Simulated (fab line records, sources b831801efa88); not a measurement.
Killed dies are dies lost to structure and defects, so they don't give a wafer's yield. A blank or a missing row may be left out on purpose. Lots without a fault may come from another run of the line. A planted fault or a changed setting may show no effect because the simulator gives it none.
Problem report in the 8D (eight disciplines) form, filled by code | flow gf180mcu | the parts of the form that need people (team, actions taken, sign-off) are left out

1. THE PROBLEM
plate_temp_C at GF_MVSD_SOFTBAKE_03 reads a mean of 117.29 C on 6 wafers of 2 lots; wafers without a fault read 109.99 C with a standard deviation of 0.13. That is +56 standard deviations from the usual mean.
First seen on wafer L893.1, day 8 16:47, on litho_track-02. The record holds 39 wafers of 13 lots with a number at this step. Rule for "out", or "out of limits": more than 4 standard deviations from the usual mean. The other wafers with a number count as sound.

2. WHAT IT IS AND WHAT IT IS NOT
question                    | is                                 | is not
which readings at this step | plate_temp_C, heater_power_total_W | -
which lots                  | L893, L894                         | L874, L875, L876, L877, L878, L879, L881, L882, L884, L892, L897
which wafers of those lots  | all that have a number             | -
read on which tools         | litho_track-02                     | litho_track-01, litho_track-04
when                        | from day 8 16:47                   | up to then (30 sound wafers); but 3 sound wafers of L897 came after

3. SUSPECTS, AND WHAT RULES EACH OUT
Counting: a tool at a process step up to the reading stays a suspect if it ran every lot that is out and no sound lot after the first of them.
- plasma_asher-03 at GF_LVPWELL_STRIP_10 (strips in O2/N2): ruled out as a lasting fault. Sound lots L897 ran on it after its first lot that is out, L893 (day 8 08:52).
- litho_track-02 at GF_MVSD_SOFTBAKE_03: kept. It ran every lot that is out, first L893 (day 8 16:47), and no sound lot after that; its last sound lot up to then is L881 (day 5 18:20). Its own readings are out on those wafers: heater_power_total_W, plate_temp_C.
Left after counting: litho_track-02 at GF_MVSD_SOFTBAKE_03.

4. THE CAUSE (what the simulator had put in)
Process parameter drift: litho_track-02, from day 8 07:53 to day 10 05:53, at GF_MVSD_SOFTBAKE_03. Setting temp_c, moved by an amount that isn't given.
Counting left only this tool.

5. THE CHAIN OF EFFECTS, in route order
Each row: a reading whose mean over the struck wafers that have a number lies more than 3 standard deviations from the usual. Only readings for which the record gives a usual standard deviation are gone through. hours: the time from each lot's start at the first step in this table that gives one to its start at this step, as a median over the lots. sigmas: the change in usual standard deviations.
hours | step                | reading                  | usual    | on struck wafers | change | sigmas
0     | GF_MVSD_SOFTBAKE_03 | heater_power_total_W     | 65.32 W  | 71.22            | +5.90  | +42
0     | GF_MVSD_SOFTBAKE_03 | plate_temp_C             | 109.99 C | 117.29           | +7.30  | +56
9     | GF_MVSD_STRIP_10    | strip_time_to_endpoint_s | 36.92 s  | 36.26            | -0.66  | -5.5
The process steps in it:
- GF_MVSD_SOFTBAKE_03
- GF_MVSD_STRIP_10: strips in O2/N2.
Later measuring or inspecting steps at which every struck wafer that the step has a row for has a number for every such reading, and none has moved that far: GF_MVSD_TW_MEAS_11.

6. WHAT WOULD HAVE CAUGHT IT SOONER
In this record the first reading out of limits was taken at day 8 16:47, 9 hours after the fault began at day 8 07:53.
